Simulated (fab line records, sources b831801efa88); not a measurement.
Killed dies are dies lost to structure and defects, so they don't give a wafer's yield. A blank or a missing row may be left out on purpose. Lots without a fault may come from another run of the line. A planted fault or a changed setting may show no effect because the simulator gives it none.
fab line records | flow sky130
record lots=7 wafers=21 last_day=50
route steps=708 shown CONTACT@418 PAD_OPEN@708
lots that met no fault: from a run of the same line without faults
start_h: hours from the record's first day to the start of the lot's first wafer shown | wait_h: hours since the lot's step before | " the same as in the row above | L1.1+2: a row that stands for several wafers | - no value, or no start given | * or withheld: withheld | < > ~ a bound
route shown NAME@n: a module of which the file shows steps, and the number in the route of the first | usual: mean/standard deviation of fault-free wafers | same: alike in all rows | chamber/n: place in a boat | sites: the reading at each site | _std_site: their standard deviation | _edge_site: outer sites' mean less inner sites' | radius_mm: how far each site lies from the wafer's centre | mask NAME#n: copy n | behind: the tool/chamber that last shaped the wafer | hold: why the lot was held/for how many hours/how that ended | device: the transistor (n, p or np) that didn't switch | end of line: the same wafers' tests at the end of the route | a step without rows: its recipe alone | killed: dies lost to structure and defects at the first sort, not the wafer's yield | map: a wafer's dies, x killed, . not, _ none there
set.NAME: the setting as run; set.NAME@STEP: as run at that earlier step | model.NAME: the simulator's own value behind a step, which no gauge read
lots at some steps of the route; a table a step, a row a wafer
services: from which hour (start_h, from the record's first day; less than 0 if before it) a tool's chamber was out of use, for how many hours, and why
## steps
# step SKY_CONTACT_PEB_12
# recipe peb_temp_c=withheld peb_time_s=withheld resist=KrF-thick
# step SKY_CONTACT_DEVELOP_13
# recipe develop_time_s=60 resist=KrF-thick dev_temp_c=21
# step SKY_CONTACT_CD_MEAS_14
# recipe target_cd_nm=170
# usual cd_nm=170.0/1.5
# columns lot.wafer tool chamber start_h wait_h cd_nm
L200.1 cd_sem-02 - 746.43 - 170.3
L200.2 " - " " 169.5
L200.4 " - " " 170.6
L210.2 cd_sem-02 - 833.09 - 171.0
L210.3 " - " " 171.4
L210.6 " - " " 171.0
L216.3 cd_sem-01 - 875.20 - 170.2
L216.4 " - " " 171.6
L216.5 " - " " 168.5
L217.2 cd_sem-01 - 881.44 - 170.3
L217.4 " - " " 170.5
L217.5 " - " " 171.6
L218.1 cd_sem-02 - 889.83 - 167.6
L218.3 " - " " 168.6
L218.5 " - " " 168.3
L221.2 cd_sem-01 - 910.13 - 171.8
L221.3 " - " " 168.3
L221.6 " - " " 169.4
L220.3 cd_sem-01 - 913.98 - 169.7
L220.5 " - " " 169.6
L220.6 " - " " 169.7
# step SKY_CONTACT_OVL_MEAS_15
# usual CONTACT_OVL=1/5.6
# columns lot.wafer tool chamber start_h wait_h CONTACT_OVL[nm]
L200.1 overlay-02 - 746.55 0.1 3
L200.2 " - " " 2
L200.4 " - " " 4
L210.2 overlay-02 - 833.20 0.1 4
L210.3 " - " " 10
L210.6 " - " " 3
L216.3 overlay-01 - 875.30 0.1 -12
L216.4 " - " " -3
L216.5 " - " " -5
L217.2 overlay-02 - 881.55 0.1 1
L217.4 " - " " 5
L217.5 " - " " 7
L218.1 overlay-01 - 889.95 0.1 11
L218.3 " - " " 5
L218.5 " - " " 9
L221.2 overlay-01 - 910.24 0.1 3
L221.3 " - " " 3
L221.6 " - " " 5
L220.3 overlay-01 - 914.07 0.1 0
L220.5 " - " " 6
L220.6 " - " " 1
# step SKY_CONTACT_ETCH_16
# recipe chemistry=N2/H2 target=BARC ion_energy_ev=200 source_w=500 bias_w=100 pressure_mtorr=30 n2_flow_sccm=100 h2_flow_sccm=200 stop_on=SiO2 time_s=45.9 target_depth_a=600
# usual drypump_motor_current_A=5.7/0.46 oes_product_au=0.854/0.005 throttle_valve_pct=13.225/0.0094
# columns lot.wafer tool chamber start_h wait_h drypump_motor_current_A oes_product_au rf_hours_counter_h throttle_valve_pct
L200.1 rie_diel-01 0 746.59 0.0 5.0 0.852 54 13.215
L200.2 " 2 " " 5.5 0.851 13 13.232
L200.4 " 0 " " 4.9 0.858 - 13.230
L210.2 rie_diel-03 0 833.23 0.0 5.0 0.854 26 13.217
L210.3 " 3 " " 6.0 0.858 9 13.227
L210.6 " 2 " " 5.8 0.865 - 13.235
L216.3 rie_diel-01 2 875.32 0.0 5.6 0.859 17 13.220
L216.4 " 0 " " 4.9 0.861 3 13.237
L216.5 " 2 " " 5.6 0.856 - 13.216
L217.2 rie_diel-02 2 881.58 0.0 5.2 0.857 9 13.214
L217.4 " 3 " " 5.9 0.859 10 13.246
L217.5 " 2 " " 5.2 0.854 - 13.223
L218.1 rie_diel-01 3 889.99 0.0 6.6 0.857 16 13.217
L218.3 " 0 " " 4.9 0.859 4 13.225
L218.5 " 0 " " 4.9 0.851 - 13.234
L221.2 rie_diel-02 0 910.27 0.0 6.1 0.851 15 13.218
L221.3 " 3 " " 5.9 0.852 11 13.215
L221.6 " 0 " " 6.0 0.854 - 13.216
L220.3 rie_diel-02 2 914.09 0.0 5.2 0.847 10 13.216
L220.5 " 3 " " 5.9 0.850 - 13.234
L220.6 " 0 " " 6.0 0.854 - 13.224
# step SKY_CONTACT_ETCH_17
# recipe target=SiO2 chemistry=C4F8/O2/Ar stop_on=Si3N4 mask_material=KrF-thick source_w=1500 bias_w=1200 pressure_mtorr=40 c4f8_flow_sccm=withheld O2_flow_sccm=6 Ar_flow_sccm=300 time_s=withheld target_depth_a=3400
# usual oes_product_au=0.891/0.0053
# columns lot.wafer tool chamber start_h wait_h oes_product_au
L200.1 rie_diel-01 0 746.63 0.0 0.892
L200.2 " 2 " " 0.887
L200.4 " 0 " " 0.886
L210.2 rie_diel-03 0 833.27 0.0 0.887
L210.3 " 3 " " 0.899
L210.6 " 2 " " 0.895
L216.3 rie_diel-01 2 875.36 0.0 0.892
L216.4 " 0 " " 0.889
L216.5 " 2 " " 0.888
L217.2 rie_diel-02 2 881.62 0.0 0.891
L217.4 " 3 " " 0.888
L217.5 " 2 " " 0.887
L218.1 rie_diel-01 3 890.03 0.0 0.888
L218.3 " 0 " " 0.896
L218.5 " 0 " " 0.895
L221.2 rie_diel-02 0 910.31 0.0 0.893
L221.3 " 3 " " 0.887
L221.6 " 0 " " 0.890
L220.3 rie_diel-02 2 914.13 0.0 0.892
L220.5 " 3 " " 0.881
L220.6 " 0 " " 0.899
# step SKY_CONTACT_ETCH_18
# recipe target=Si3N4 chemistry=CHF3/O2 stop_on=TiN source_w=600 bias_w=200 pressure_mtorr=40 chf3_flow_sccm=50 O2_flow_sccm=5 time_s=39 target_depth_a=750
# usual O2_flow_sccm=5.001/0.016 drypump_motor_current_A=5.7/0.46 oes_product_au=0.853/0.0076 throttle_valve_pct=8.792/0.01
# columns lot.wafer tool chamber start_h wait_h O2_flow_sccm drypump_motor_current_A oes_product_au rf_hours_counter_h throttle_valve_pct
L200.1 rie_diel-01 0 - - 5.006 4.9 0.852 54 8.782
L200.2 " 2 " " 4.999 5.5 0.848 13 8.791
L200.4 " 0 " " 5.026 4.9 0.858 - 8.797
L210.2 rie_diel-03 0 - - 4.978 5.0 0.852 26 8.797
L210.3 " 3 " " 4.989 6.0 0.846 9 8.775
L210.6 " 2 " " 5.003 5.8 0.849 - 8.789
L216.3 rie_diel-01 2 - - 4.993 5.5 0.850 18 8.782
L216.4 " 0 " " 5.022 4.9 0.855 3 8.782
L216.5 " 2 " " 4.977 5.5 0.855 - 8.794
L217.2 rie_diel-02 2 - - 5.002 5.2 0.861 9 8.799
L217.4 " 3 " " 5.005 5.8 0.854 10 8.778
L217.5 " 2 " " 5.006 5.2 0.844 - 8.796
L218.1 rie_diel-01 3 - - 5.028 6.6 0.842 17 8.790
L218.3 " 0 " " 4.987 4.9 0.837 4 8.799
L218.5 " 0 " " 4.996 4.9 0.854 - 8.791
L221.2 rie_diel-02 0 - - 5.022 6.0 0.847 15 8.785
L221.3 " 3 " " 5.008 5.9 0.854 11 8.801
L221.6 " 0 " " 4.984 6.0 0.864 - 8.788
L220.3 rie_diel-02 2 - - 5.010 5.2 0.847 10 8.796
L220.5 " 3 " " 4.988 5.9 0.845 - 8.820
L220.6 " 0 " " 4.993 6.0 0.851 - 8.778
# step SKY_CONTACT_STRIP_19
# recipe chemistry=O2/N2 power_w=1400 pressure_mtorr=1500 platen_temp_c=withheld o2_flow_sccm=3000 n2_flow_sccm=300 overash_fraction=0.5
# step SKY_CONTACT_STRIP_20
# recipe chemistry=post_etch_residue_remover time_s=1200 temp_c=72.5
# step SKY_CONTACT_CLEAN_21
# recipe chemistry=IPA time_s=180 temp_c=25
# step SKY_CONTACT_CLEAN_22
# recipe chemistry=O3/DIW dry=n2_spin
# step SKY_CONTACT_SPUTTER_23
# recipe material=TiN target_thk_nm=20 chamber_pressure_pa=5 power_w=4000 time_s=80
# usual chamber_pressure_pa=5.000/0.01 throttle_valve_pct=29.8/1
# columns lot.wafer tool chamber start_h wait_h chamber_pressure_pa throttle_valve_pct
L200.1 pvd_sputter-01 - 747.35 0.0 5.003 28.5
L200.2 " - " " 4.986 29.6
L200.4 " - " " 5.000 28.9
L210.2 pvd_sputter-03 - 833.98 0.0 4.994 31.2
L210.3 " - " " 5.004 31.1
L210.6 " - " " 4.996 31.3
L216.3 pvd_sputter-03 - 876.04 0.0 4.990 31.6
L216.4 " - " " 4.995 30.2
L216.5 " - " " 5.000 31.4
L217.2 pvd_sputter-03 - 882.33 0.0 4.996 30.0
L217.4 " - " " 4.990 30.3
L217.5 " - " " 5.006 30.0
L218.1 pvd_sputter-01 - 890.71 0.0 5.007 29.0
L218.3 " - " " 5.006 29.8
L218.5 " - " " 5.002 28.4
L221.2 pvd_sputter-03 - 911.06 0.0 5.002 30.2
L221.3 " - " " 4.997 31.0
L221.6 " - " " 5.005 30.0
L220.3 pvd_sputter-04 - 914.92 0.0 4.989 27.5
L220.5 " - " " 5.004 29.5
L220.6 " - " " 4.996 30.1
# step SKY_CONTACT_CVD_24
# recipe material=W target_thk_nm=340 time_s=102.12 temp_c=400 pressure_torr=40
# usual heater_power_w=887/67
# columns lot.wafer tool chamber start_h wait_h heater_power_w model.W_of_CONTACT_CVD_24.thk_nm
L200.1 cvd_w-02 0 747.41 0.0 993 344.3
L200.2 " 1 " " 878 338.3
L200.4 " 0 " " 1011 338.9
L210.2 cvd_w-01 1 834.04 0.0 867 337.1
L210.3 " 1 " " 868 339.7
L210.6 " 0 " " 854 339.6
L216.3 cvd_w-01 0 876.14 0.1 832 341.8
L216.4 " 1 " " 877 309.1
L216.5 " 0 " " 823 343.9
L217.2 cvd_w-01 1 882.39 0.0 895 301.2
L217.4 " 1 " " 859 297.7
L217.5 " 1 " " 854 300.1
L218.1 cvd_w-01 1 890.78 0.0 884 299.3
L218.3 " 1 " " 883 303
L218.5 " 0 " " 820 339.8
L221.2 cvd_w-02 0 911.16 0.1 1025 340
L221.3 " 0 " " 1008 338.8
L221.6 " 0 " " 1016 339.8
L220.3 cvd_w-02 1 915.10 0.2 898 338.1
L220.5 " 0 " " 1026 336.3
L220.6 " 1 " " 878 336.8
# step SKY_CONTACT_RS_MEAS_25
# recipe thk_meas_gauge=four-point-probe reads=W_of_CONTACT_CVD_24+TiN_of_CONTACT_SPUTTER_23
# usual CONTACT_W_RS=0.337/0.0035
# columns lot.wafer tool chamber start_h wait_h CONTACT_W_RS[ohm/sq]
L200.1 film_metro-04 - 747.52 0.1 0.334
L200.2 " - " " 0.339
L200.4 " - " " 0.339
L210.2 film_metro-01 - 834.17 0.1 0.340
L210.3 " - " " 0.337
L210.6 " - " " 0.337
L216.3 film_metro-03 - 876.25 0.1 0.336
L216.4 " - " " 0.372
L216.5 " - " " 0.334
L217.2 film_metro-03 - 882.52 0.1 0.382
L217.4 " - " " 0.386
L217.5 " - " " 0.384
L218.1 film_metro-03 - 890.89 0.1 0.385
L218.3 " - " " 0.379
L218.5 " - " " 0.337
L221.2 film_metro-04 - 911.36 0.2 0.337
L221.3 " - " " 0.339
L221.6 " - " " 0.339
L220.3 film_metro-04 - 915.22 0.1 0.340
L220.5 " - " " 0.342
L220.6 " - " " 0.341
# step SKY_CONTACT_THK_MEAS_26
# recipe thk_meas_gauge=xrf reads=W_of_CONTACT_CVD_24
# usual CONTACT_W_THK=338/4.6
# columns lot.wafer tool chamber start_h wait_h CONTACT_W_THK[nm]
L200.1 film_metro-04 - 747.64 0.1 343
L200.2 " - " " 335
L200.4 " - " " 337
L210.2 film_metro-01 - 834.28 0.1 334
L210.3 " - " " 336
L210.6 " - " " 335
L216.3 film_metro-03 - 876.35 0.1 333
L216.4 " - " " 303
L216.5 " - " " 338
L217.2 film_metro-03 - 882.63 0.1 295
L217.4 " - " " 291
L217.5 " - " " 294
L218.1 film_metro-03 - 891.01 0.1 292
L218.3 " - " " 298
L218.5 " - " " 335
L221.2 film_metro-04 - 911.47 0.1 339
L221.3 " - " " 338
L221.6 " - " " 339
L220.3 film_metro-04 - 915.32 0.1 336
L220.5 " - " " 334
L220.6 " - " " 336
# step SKY_CONTACT_CMP_27
# recipe stop_on=SiO2 t_overpolish_s=15 down_force_psi=3.5 platen_rpm=60 target_thk_nm=0 pad_velocity_m_s=0.94248
# usual edge_zone_pressure_frac=1.001/0.0055 motor_current_A=11.2/1 time_to_endpoint_s=83/3.5
# columns lot.wafer tool chamber start_h wait_h edge_zone_pressure_frac motor_current_A time_to_endpoint_s
L200.4 cmp-01 3 747.70 0.0 0.996 11.0 85
L200.1 " 0 " " 0.993 11.2 87
L200.2 " 1 " " 0.997 11.1 83
L210.2 cmp-02 0 834.33 0.0 0.998 11.6 79
L210.3 " 2 " " 1.000 10.9 85
L210.6 " 0 " " 1.000 11.2 78
L216.3 cmp-02 1 876.44 0.1 1.000 13.7 76
L216.4 " 2 " " 1.001 10.7 74
L216.5 " 1 " " 0.998 13.1 73
L217.4 cmp-01 1 882.68 0.0 1.001 10.8 76
L217.2 " 3 " " 1.008 10.7 79
L217.5 " 2 " " 0.992 11.2 78
L218.3 cmp-02 3 891.12 0.1 1.009 10.1 78
L218.1 " 1 " " 1.004 12.9 73
L218.5 " 2 " " 1.001 11.1 85
L221.3 cmp-01 2 911.57 0.1 1.005 11.2 85
L221.2 " 3 " " 1.008 10.9 86
L221.6 " 2 " " 1.004 11.5 90
L220.3 cmp-02 1 915.80 0.5 1.004 13.2 75
L220.5 " 2 " " 0.995 10.4 81
L220.6 " 3 " " 1.002 9.9 80
# step SKY_PAD_OPEN_PROBE_99
# usual killed_at_M0_to_M3=44/6.5 killed_at_M4_up=3.3/1.7 killed_at_contacts=25/5.3 killed_at_front_end=15/5 killed_at_other=0.2/0.47 killed_dies=87/9.9 killed_open=47/8 killed_short=39/6.1
# same gross_dies=492 killed_at_back_side=0
# columns lot.wafer tool chamber start_h wait_h killed_at_M0_to_M3 killed_at_M4_up killed_at_contacts killed_at_front_end killed_at_other killed_dies killed_open killed_short
L210.3 prober-01 - 1151.32 0.2 42 5 10 13 0 70 35 35
L210.6 prober-01 - 1151.47 0.2 53 1 19 23 0 96 53 43
# killed by level:class
L210.3 VIA1:geometric_particle:open=11 METAL1:geometric_particle:short=6 METAL2:geometric_particle:short=4 VIA2:geometric_particle:open=4 VIA3:geometric_particle:short=4 METAL4:geometric_particle:short=4 FIELD_ISO:geometric_particle:open=3 FIELD_ISO:geometric_particle:short=3
L210.6 METAL1:geometric_particle:short=10 CONTACT:geometric_particle:open=9 VIA1:geometric_particle:open=9 VIA2:geometric_particle:open=8 FIELD_ISO:geometric_particle:short=7 POLY_GATE:geometric_particle:open=7 VIA1:geometric_particle:short=7 CONTACT:geometric_particle:short=5
## services
# columns tool chamber start_h hours kind
cvd_w-02 0 732.73 7.5 repair
cvd_w-01 - 732.91 0.4 repair
cmp-02 - 744.14 4.0 pm
cmp-01 - 762.99 31.6 pm
rie_diel-02 - 774.37 2.3 repair
rie_diel-03 2 775.65 7.6 repair
rie_diel-01 - 781.25 1.7 repair
cmp-02 - 794.59 6.5 pm
cmp-01 - 797.93 1.4 repair
pvd_sputter-03 - 802.66 5.0 repair
cmp-01 - 803.40 0.2 repair
cvd_w-02 - 826.13 5.9 repair
cmp-01 - 827.74 20.7 repair
cvd_w-02 - 832.01 14.6 pm
rie_diel-02 - 849.63 0.9 repair
cvd_w-02 - 857.39 0.5 repair
cvd_w-01 0 866.89 3.8 repair
cvd_w-02 0 869.53 5.2 repair
rie_diel-01 0 876.25 1.9 repair
cmp-01 - 900.88 0.4 repair
rie_diel-01 0 901.89 1.3 repair
cvd_w-01 - 904.00 14.0 pm
rie_diel-03 2 907.64 9.7 repair
cmp-02 - 909.04 2.0 repair
## key
first_sign step=SKY_CONTACT_RS_MEAS_25 reading=CONTACT_W_RS direction=up sigmas=13 usual=0.337 struck=0.381
effect step=SKY_CONTACT_THK_MEAS_26 reading=CONTACT_W_THK direction=down sigmas=9.2 usual=338 struck=295
model_effect step=SKY_CONTACT_CVD_24 value=W_of_CONTACT_CVD_24.thk_nm without=340.3 struck=301.7
met_at SKY_CONTACT_CVD_24
struck_wafers L216.4,L217.2,L217.4,L217.5,L218.1,L218.3
tester_left_out L216,L217,L218
onset_between 834.04 876.14
fault kind=process_parameter_drift tool=cvd_w-01 chamber=1 onset_h=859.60 steps=SKY_CONTACT_CVD_24 channel=target_thk_nm offset=-38.542 shape=step end_h=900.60 acts_in=these_recipes_only stated=340
# tester_left_out: of these lots the tester's yield and bins aren't shown, on N5 and GAA mostly nor the transistor test; their killed dies are dies lost to structure and defects alone, not to doping, threshold or leakage, so they don't give the yield
